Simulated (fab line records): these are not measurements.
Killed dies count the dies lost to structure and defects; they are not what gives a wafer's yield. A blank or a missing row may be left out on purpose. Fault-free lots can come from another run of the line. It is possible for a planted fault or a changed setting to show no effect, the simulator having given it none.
fab line records | flow sky130
record: lots: 6 wafers: 18 last_day: 50
route steps=708 shown LOCAL_INTERCONNECT@402 CONTACT@406 PAD_OPEN@708
lots that met no fault: from a run of the same line without faults
start_h: hours from the record's first day to the start of the lot's first wafer shown | wait_h: how many hours have passed since the lot's step before this one | " repeats the value in the row above | L1.1+2: a row that stands for several wafers | - no value present, or no start provided | * or withheld: withheld | < > ~ a bound
route shown NAME@n: a module of which the file shows steps, and the number in the route of the first | usual: mean/standard deviation taken from wafers without a fault | same: alike in all rows | chamber/n: place in a boat | sites: per-site readings | _std_site: their standard deviation | _edge_site: the outer-site mean with the inner-site mean subtracted | radius_mm: for every site, how far away it sits from the centre of the wafer | mask NAME#n: copy n | behind: the most recent tool/chamber to have shaped the wafer | hold: why the lot was held/for how many hours/how that ended | device: names the non-switching transistor (n, p or np) | end of line: tests of these same wafers at the route's end | for a step that has no rows: nothing shown but its recipe | killed: not the wafer's yield, but the dies lost to structure and defects at the first sort | map: shows each die of a wafer: x if killed, . if not, _ if none is there
set.NAME: the setting that was run; set.NAME@STEP: the one run at that earlier step | model.NAME: the simulator's own value behind a step, which no gauge read
certain route steps with their lots: each step a table, each wafer a row
services: from which hour (start_h, from the record's first day; less than 0 if before it) a tool's chamber was out of use, for how many hours, and why
== steps ==
step: SKY_LOCAL_INTERCONNECT_STRIP_15
recipe: chemistry: O2/N2 power_w: 1400 pressure_mtorr: 1500 platen_temp_c: withheld o2_flow_sccm: 3000 n2_flow_sccm: 300 overash_fraction: 0.5
usual: drypump_motor_current_A: 5.55/0.26 oes_product_au: 0.427/0.005 strip_time_to_endpoint_s: 4.719/0.019
columns lot.wafer tool chamber start_h wait_h drypump_motor_current_A oes_product_au rf_hours_counter_h strip_time_to_endpoint_s
L501.2 plasma_asher-03 0 722.29 0.0 5.62 0.430 27 4.728
L501.4 " 1 " " 5.74 0.427 - 4.727
L501.6 " 0 " " 5.60 0.428 - 4.694
L503.1 plasma_asher-03 0 750.34 0.0 5.62 0.425 30 4.718
L503.3 " 1 " " 5.75 0.424 - 4.733
L503.6 " 0 " " 5.63 0.421 - 4.730
L519.1 plasma_asher-03 0 847.69 0.0 5.63 0.435 40 4.700
L519.4 " 1 " " 5.75 0.429 - 4.693
L519.5 " 0 " " 5.61 0.426 - 4.706
L520.1 plasma_asher-01 0 853.80 0.1 5.73 0.433 110 4.733
L520.3 " 0 " " 5.72 0.427 - 4.727
L520.5 " 1 " " 5.11 0.425 - 4.722
L521.1 plasma_asher-01 1 866.05 0.1 5.09 0.423 111 4.742
L521.5 " 1 " " 5.11 0.430 - 4.733
L521.6 " 0 " " 5.72 0.430 - 4.719
L523.2 plasma_asher-01 1 877.80 0.0 5.11 0.421 112 4.717
L523.3 " 0 " " 5.70 0.432 - 4.710
L523.4 " 1 " " 5.10 0.428 - 4.689
step: SKY_LOCAL_INTERCONNECT_STRIP_16
recipe: chemistry: post_etch_residue_remover time_s: 1200 temp_c: 72.5
step: SKY_LOCAL_INTERCONNECT_CLEAN_17
recipe: chemistry: IPA time_s: 180 temp_c: 25
step: SKY_LOCAL_INTERCONNECT_CLEAN_18
recipe: chemistry: O3/DIW dry: n2_spin
step: SKY_CONTACT_CVD_00
recipe: material: Si3N4 target_thk_nm: 75 temp_c: 400 time_s: withheld rf_w: 450
usual: heater_power_w: 703/92 rf_fwd_power_W: 444.5/1.8 susceptor_temp_C: 400.02/0.21
columns lot.wafer tool chamber start_h wait_h heater_power_w rf_fwd_power_W susceptor_temp_C
L501.2 pecvd-03 2 722.94 0.0 804 446.7 400.18
L501.4 " 2 " " 787 444.5 400.12
L501.6 " 1 " " 648 441.6 400.28
L503.1 pecvd-03 2 750.97 0.0 884 445.5 399.72
L503.3 " 0 " " 698 445.3 400.17
L503.6 " 1 " " 662 440.6 400.19
L519.1 pecvd-04 2 848.30 0.0 657 444.4 400.22
L519.4 " 2 " " 635 441.8 400.07
L519.5 " 2 " " 651 444.2 400.03
L520.1 pecvd-04 1 854.40 0.0 750 443.8 400.06
L520.3 " 1 " " 778 445.1 400.18
L520.5 " 2 " " 562 445.5 399.89
L521.1 pecvd-03 1 867.00 0.0 599 442.2 399.84
L521.5 " 2 " " 769 445.5 400.23
L521.6 " 1 " " 600 442.6 399.98
L523.2 pecvd-04 0 878.45 0.0 581 441.2 400.15
L523.3 " 1 " " 709 443.7 400.28
L523.4 " 2 " " 638 443.2 399.80
step: SKY_CONTACT_THK_MEAS_01
recipe: reads: Si3N4_of_CONTACT_CVD_00
usual: CONTACT_CVD_00_THK: 75.1/0.81
columns lot.wafer tool chamber start_h wait_h CONTACT_CVD_00_THK[nm]
L501.2 film_metro-03 - 722.98 - 74.0
L501.4 " - " " 75.6
L501.6 " - " " 75.9
L503.1 film_metro-03 - 751.00 - 74.5
L503.3 " - " " 75.5
L503.6 " - " " 74.7
L519.1 film_metro-03 - 848.35 - 74.0
L519.4 " - " " 76.1
L519.5 " - " " 75.3
L520.1 film_metro-02 - 854.45 - 73.9
L520.3 " - " " 74.8
L520.5 " - " " 75.1
L521.1 film_metro-04 - 867.03 - 74.3
L521.5 " - " " 76.9
L521.6 " - " " 76.0
L523.2 film_metro-03 - 878.50 - 74.0
L523.3 " - " " 73.6
L523.4 " - " " 75.1
step: SKY_CONTACT_HDPCVD_02
recipe: material: SiO2 target_thk_nm: 565 sigma_open_frac: 0.3 time_s: 94.2 temp_c: 600 sih4_flow_sccm: 60 pressure_mtorr: 6
step: SKY_CONTACT_THK_MEAS_03
recipe: reads: SiO2_of_CONTACT_HDPCVD_02
usual: CONTACT_HDPCVD_THK: 564/5.9
columns lot.wafer tool chamber start_h wait_h CONTACT_HDPCVD_THK[nm]
L501.2 film_metro-02 - 723.11 0.0 572
L501.4 " - " " 563
L501.6 " - " " 564
L503.1 film_metro-04 - 751.13 0.0 567
L503.3 " - " " 565
L503.6 " - " " 564
L519.1 film_metro-04 - 848.48 0.0 559
L519.4 " - " " 572
L519.5 " - " " 568
L520.1 film_metro-04 - 854.57 0.0 564
L520.3 " - " " 565
L520.5 " - " " 556
L521.1 film_metro-02 - 867.16 0.0 564
L521.5 " - " " 561
L521.6 " - " " 557
L523.2 film_metro-02 - 878.63 0.0 578
L523.3 " - " " 573
L523.4 " - " " 564
step: SKY_CONTACT_CMP_04
recipe: material: SiO2 down_force_psi: 4 platen_rpm: 60 pad_velocity_m_s: 0.94248
usual: motor_current_A: 12.1/0.93 platen_rpm: 60.00/0.044 time_to_endpoint_s: 83/3.5
columns lot.wafer tool chamber start_h wait_h motor_current_A platen_rpm time_to_endpoint_s
L501.4 cmp-02 0 723.16 0.0 12.3 60.06 81
L501.2 " 2 " " 11.7 60.04 86
L501.6 " 1 " " 12.5 60.02 87
L503.1 cmp-02 1 751.19 0.1 12.5 59.97 86
L503.3 " 3 " " 12.0 60.09 86
L503.6 " 2 " " 10.5 60.01 86
L519.4 cmp-02 0 848.54 0.0 12.4 60.01 82
L519.1 " 3 " " 11.6 59.99 78
L519.5 " 0 " " 12.8 60.01 81
L520.1 cmp-01 0 854.63 0.1 11.2 59.94 84
L520.3 " 2 " " 11.6 60.00 83
L520.5 " 1 " " 14.2 59.98 81
L521.1 cmp-02 3 867.37 0.2 12.3 60.05 83
L521.6 " 0 " " 13.3 59.97 75
L521.5 " 1 " " 12.1 60.02 82
L523.3 cmp-02 3 878.85 0.2 11.4 59.95 85
L523.4 " 0 " " 12.4 60.02 86
L523.2 " 1 " " 12.7 59.97 90
step: SKY_CONTACT_BOW_MEAS_05
recipe: mode: bow
usual: CONTACT_BOW: 80/6.8
columns lot.wafer tool chamber start_h wait_h CONTACT_BOW[um]
L501.2 film_metro-02 - 723.48 0.2 87
L501.4 " - " " 72
L501.6 " - " " 69
L503.1 film_metro-03 - 751.49 0.2 92
L503.3 " - " " 86
L503.6 " - " " 80
L519.1 film_metro-03 - 848.84 0.1 84
L519.4 " - " " 77
L519.5 " - " " 82
L520.1 film_metro-04 - 854.93 0.2 79
L520.3 " - " " 87
L520.5 " - " " 80
L521.1 film_metro-03 - 867.52 0.1 77
L521.5 " - " " 81
L521.6 " - " " 90
L523.2 film_metro-03 - 879.12 0.1 88
L523.3 " - " " 70
L523.4 " - " " 78
step: SKY_CONTACT_DEHYDRATE_06
recipe: temp_c: 200 time_s: 60
step: SKY_CONTACT_HMDS_07
recipe: prime_time_s: 60 prime_temp_c: 120
step: SKY_CONTACT_COAT_08
recipe: resist: BARC temp_c: withheld time_s: withheld spin_rpm: 3000 resist_thk_nm: 60
columns lot.wafer tool chamber start_h wait_h
L501.2+4+6 litho_track-01 0 737.41 0.1
L503.1+3+6 litho_track-02 0 764.67 0.1
L519.1+4+5 litho_track-01 0 861.28 0.1
L520.1+3+5 litho_track-01 0 867.53 0.1
L521.1+5+6 litho_track-04 0 880.22 0.1
L523.2+3+4 litho_track-02 0 891.34 0.1
step: SKY_CONTACT_COAT_09
recipe: resist: KrF-thick spin_rpm: 3000 resist_thk_nm: 450
step: SKY_CONTACT_SOFTBAKE_10
recipe: temp_c: 100 time_s: 90 resist: KrF-thick
step: SKY_CONTACT_EXPOSE_11
recipe: mask_id: CTM1 na: 0.8 source_shape: annular sigma_inner: 0.55 sigma_outer: 0.85 target_cd_nm: 170 dose_mj: 38
step: SKY_CONTACT_PEB_12
recipe: peb_temp_c: withheld peb_time_s: withheld resist: KrF-thick
step: SKY_CONTACT_DEVELOP_13
recipe: develop_time_s: 60 resist: KrF-thick dev_temp_c: 21
step: SKY_CONTACT_CD_MEAS_14
recipe: target_cd_nm: 170
usual: cd_nm: 170.0/1.3
columns lot.wafer tool chamber start_h wait_h cd_nm
L501.2 cd_sem-01 - 751.89 - 170.4
L501.4 " - " " 169.7
L501.6 " - " " 168.3
L503.1 cd_sem-02 - 777.97 - 169.7
L503.3 " - " " 168.8
L503.6 " - " " 168.8
L519.1 cd_sem-01 - 875.37 - 170.2
L519.4 " - " " 170.9
L519.5 " - " " 172.1
L520.1 cd_sem-01 - 880.83 - 170.4
L520.3 " - " " 168.9
L520.5 " - " " 171.3
L521.1 cd_sem-01 - 892.98 - 171.2
L521.5 " - " " 170.3
L521.6 " - " " 171.4
L523.2 cd_sem-01 - 904.21 - 172.4
L523.3 " - " " 171.3
L523.4 " - " " 171.9
step: SKY_CONTACT_OVL_MEAS_15
usual: CONTACT_OVL: -2/5.2
columns lot.wafer tool chamber start_h wait_h CONTACT_OVL[nm]
L501.2 overlay-01 - 751.99 0.1 3
L501.4 " - " " 2
L501.6 " - " " 2
L503.1 overlay-02 - 778.09 0.1 -9
L503.3 " - " " -2
L503.6 " - " " -7
L519.1 overlay-02 - 875.49 0.1 -5
L519.4 " - " " -6
L519.5 " - " " -2
L520.1 overlay-01 - 880.95 0.1 -9
L520.3 " - " " -10
L520.5 " - " " -12
L521.1 overlay-02 - 893.10 0.1 -9
L521.5 " - " " -12
L521.6 " - " " -11
L523.2 overlay-02 - 904.31 0.1 1
L523.3 " - " " 9
L523.4 " - " " -1
step: SKY_CONTACT_ETCH_16
recipe: chemistry: N2/H2 target: BARC ion_energy_ev: 200 source_w: 500 bias_w: 100 pressure_mtorr: 30 n2_flow_sccm: 100 h2_flow_sccm: 200 stop_on: SiO2 time_s: 45.9 target_depth_a: 600
usual: drypump_motor_current_A: 5.9/0.32 h2_flow_sccm: 199.9/0.56 oes_product_au: 0.854/0.0048 rf_fwd_power_W: 494.3/2.8 throttle_valve_pct: 13.224/0.0087
columns lot.wafer tool chamber start_h wait_h drypump_motor_current_A h2_flow_sccm oes_product_au rf_fwd_power_W rf_hours_counter_h throttle_valve_pct model.etch.depth_nm
L501.2 rie_diel-01 0 752.02 0.0 6.2 199.7 0.852 492.6 12 13.239 60.14
L501.4 " 3 " " 5.2 199.6 0.860 496.3 11 13.225 60.2
L501.6 " 0 " " 6.2 199.2 0.848 494.3 - 13.239 60.25
L503.1 rie_diel-02 2 778.12 0.0 5.7 199.1 0.856 496.6 13 13.234 60.21
L503.3 " 1 " " 5.7 199.8 0.857 489.6 4 13.225 60.45
L503.6 " 0 " " 6.2 199.6 0.847 497.3 - 13.227 60.13
L519.1 rie_diel-04 3 875.52 0.0 5.5 200.5 0.869 495.8 11 13.239 62.78
L519.4 " 0 " " 6.1 200.0 0.884 495.4 8 13.219 63.01
L519.5 " 1 " " 6.2 199.2 0.871 495.2 - 13.227 62.78
L520.1 rie_diel-02 0 880.99 0.0 6.2 199.3 0.877 494.2 17 13.207 62.86
L520.3 " 3 " " 5.5 200.1 0.877 496.5 3 13.224 62.81
L520.5 " 0 " " 6.2 200.1 0.876 492.1 - 13.234 63.04
L521.1 rie_diel-02 1 893.14 0.0 5.7 200.4 0.858 491.1 8 13.224 60.35
L521.5 " 1 " " 5.7 199.4 0.857 490.5 - 13.218 60.49
L521.6 " 2 " " 5.8 200.4 0.856 496.6 - 13.219 60.44
L523.2 rie_diel-02 1 904.34 0.0 5.7 200.0 0.857 490.0 9 13.224 59.85
L523.3 " 0 " " 6.2 200.2 0.861 494.5 - 13.228 60.1
L523.4 " 1 " " 5.7 200.5 0.864 490.1 - 13.225 60.1
step: SKY_CONTACT_ETCH_17
recipe: target: SiO2 chemistry: C4F8/O2/Ar stop_on: Si3N4 mask_material: KrF-thick source_w: 1500 bias_w: 1200 pressure_mtorr: 40 c4f8_flow_sccm: withheld O2_flow_sccm: 6 Ar_flow_sccm: 300 time_s: withheld target_depth_a: 3400
usual: oes_product_au: 0.892/0.0049 rf_fwd_power_W: 1486/7.3
columns lot.wafer tool chamber start_h wait_h oes_product_au rf_fwd_power_W
L501.2 rie_diel-01 0 752.06 0.0 0.894 1480
L501.4 " 3 " " 0.894 1482
L501.6 " 0 " " 0.896 1484
L503.1 rie_diel-02 2 778.16 0.0 0.882 1491
L503.3 " 1 " " 0.893 1478
L503.6 " 0 " " 0.897 1484
L519.1 rie_diel-04 3 875.56 0.0 0.891 1483
L519.4 " 0 " " 0.891 1488
L519.5 " 1 " " 0.887 1483
L520.1 rie_diel-02 0 881.03 0.0 0.896 1479
L520.3 " 3 " " 0.892 1501
L520.5 " 0 " " 0.894 1491
L521.1 rie_diel-02 1 893.18 0.0 0.897 1474
L521.5 " 1 " " 0.888 1470
L521.6 " 2 " " 0.898 1488
L523.2 rie_diel-02 1 904.41 0.0 0.892 1476
L523.3 " 0 " " 0.895 1487
L523.4 " 1 " " 0.896 1479
step: SKY_PAD_OPEN_PROBE_99
usual: killed_at_M0_to_M3: 44/7.3 killed_at_M4_up: 3.4/1.7 killed_at_contacts: 24/5.3 killed_at_front_end: 15/4.1 killed_at_other: 0.4/0.68 killed_dies: 87/9.5 killed_open: 48/7.1 killed_short: 39/5.8
same: gross_dies: 492 killed_at_back_side: 0
columns lot.wafer tool chamber start_h wait_h killed_at_M0_to_M3 killed_at_M4_up killed_at_contacts killed_at_front_end killed_at_other killed_dies killed_open killed_short
L503.1 prober-02 - 1105.01 0.1 45 3 31 15 0 94 54 40
L503.3 prober-02 - 1105.11 0.2 58 8 16 21 1 104 49 54
L503.6 prober-02 - 1105.26 0.2 46 5 28 14 0 93 49 41
L523.2 prober-02 - 1197.35 0.1 46 4 32 19 0 101 56 45
L523.3 prober-02 - 1197.40 0.2 33 2 29 6 1 71 41 30
L523.4 prober-02 - 1197.45 0.2 36 5 26 15 0 82 47 35
killed by level:class
L503.1 CONTACT:geometric_particle:open=15 VIA1:geometric_particle:open=14 CONTACT:geometric_particle:short=8 VIA2:geometric_particle:open=7 VIA1:geometric_particle:short=5 FIELD_ISO:geometric_particle:open=4 METAL1:geometric_particle:short=4 POLY_GATE:geometric_particle:short=4
L503.3 VIA1:geometric_particle:open=10 VIA1:geometric_particle:short=9 METAL2:geometric_particle:short=8 VIA2:geometric_particle:open=8 CONTACT:geometric_particle:open=7 METAL1:geometric_particle:short=7 POLY_GATE:geometric_particle:short=6 POLY_GATE:geometric_particle:open=6
L503.6 VIA1:geometric_particle:open=10 CONTACT:geometric_particle:open=10 VIA2:geometric_particle:open=8 LI_CONTACT:geometric_particle:open=6 CONTACT:geometric_particle:short=6 VIA1:geometric_particle:short=5 METAL1:geometric_particle:short=5 LOCAL_INTERCONNECT:geometric_particle:short=4
L523.2 VIA1:geometric_particle:open=11 CONTACT:geometric_particle:open=8 VIA2:geometric_particle:open=8 LOCAL_INTERCONNECT:geometric_particle:short=7 CONTACT:geometric_particle:short=7 VIA3:geometric_particle:open=7 LI_CONTACT:geometric_particle:open=6 FIELD_ISO:geometric_particle:open=5
L523.3 VIA1:geometric_particle:open=15 CONTACT:geometric_particle:open=8 LI_CONTACT:geometric_particle:open=7 LI_CONTACT:geometric_particle:short=5 LOCAL_INTERCONNECT:geometric_particle:short=5 VIA1:geometric_particle:short=5 METAL2:geometric_particle:short=3 VIA3:geometric_particle:open=3
L523.4 CONTACT:geometric_particle:open=11 VIA1:geometric_particle:open=10 CONTACT:geometric_particle:short=7 METAL1:geometric_particle:short=7 VIA3:geometric_particle:open=5 POLY_GATE:geometric_particle:open=4 VIA1:geometric_particle:short=4 METAL2:geometric_particle:short=4
== services ==
columns tool chamber start_h hours kind
rie_diel-04 2 711.96 7.8 repair
rie_diel-02 2 720.39 3.0 repair
rie_diel-04 1 728.36 2.5 repair
cmp-02 - 744.17 4.0 pm
rie_diel-04 - 750.36 2.6 repair
pecvd-03 - 760.28 0.5 repair
pecvd-04 1 764.67 29.8 repair
rie_diel-04 1 769.57 3.0 repair
rie_diel-04 - 774.87 42.9 repair
rie_diel-04 - 779.93 0.6 repair
pecvd-04 2 785.43 6.0 repair
cmp-01 - 797.76 6.6 pm
rie_diel-01 - 803.45 8.2 repair
cmp-02 - 821.63 5.8 pm
pecvd-04 0 842.56 15.4 repair
rie_diel-02 3 847.18 13.4 repair
plasma_asher-01 - 854.31 2.8 repair
pecvd-04 - 861.13 3.8 repair
cmp-01 - 883.55 3.3 repair
cmp-02 - 884.73 3.4 repair
cmp-01 - 889.07 6.7 repair
cmp-02 - 889.42 0.8 repair
rie_diel-02 2 899.55 14.0 repair
rie_diel-02 3 902.73 4.0 repair
== key ==
first_sign: step: SKY_CONTACT_ETCH_16 reading: oes_product_au direction: up sigmas: 4.4 usual: 0.854 struck: 0.876
effect none on later readings
model_effect: step: SKY_CONTACT_ETCH_16 value: etch.depth_nm without: 60.1 struck: 62.88
met_at SKY_CONTACT_COAT_08
struck_wafers L519.1,L519.4,L519.5,L520.1,L520.3,L520.5
tester_left_out L519,L520
onset_between 737.41 861.28
fault: kind: process_parameter_drift tool: litho_track-01 chamber: - onset_h: 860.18 steps: SKY_CONTACT_COAT_08 channel: resist_thk_nm offset: 2.772 shape: step end_h: 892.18 acts_in: these_recipes_only stated: 60
tester_left_out: of these lots the tester's yield and bins aren't shown, on N5 and GAA mostly nor the transistor test; their killed dies are dies lost to structure and defects alone, not to doping, threshold or leakage, so they don't give the yield
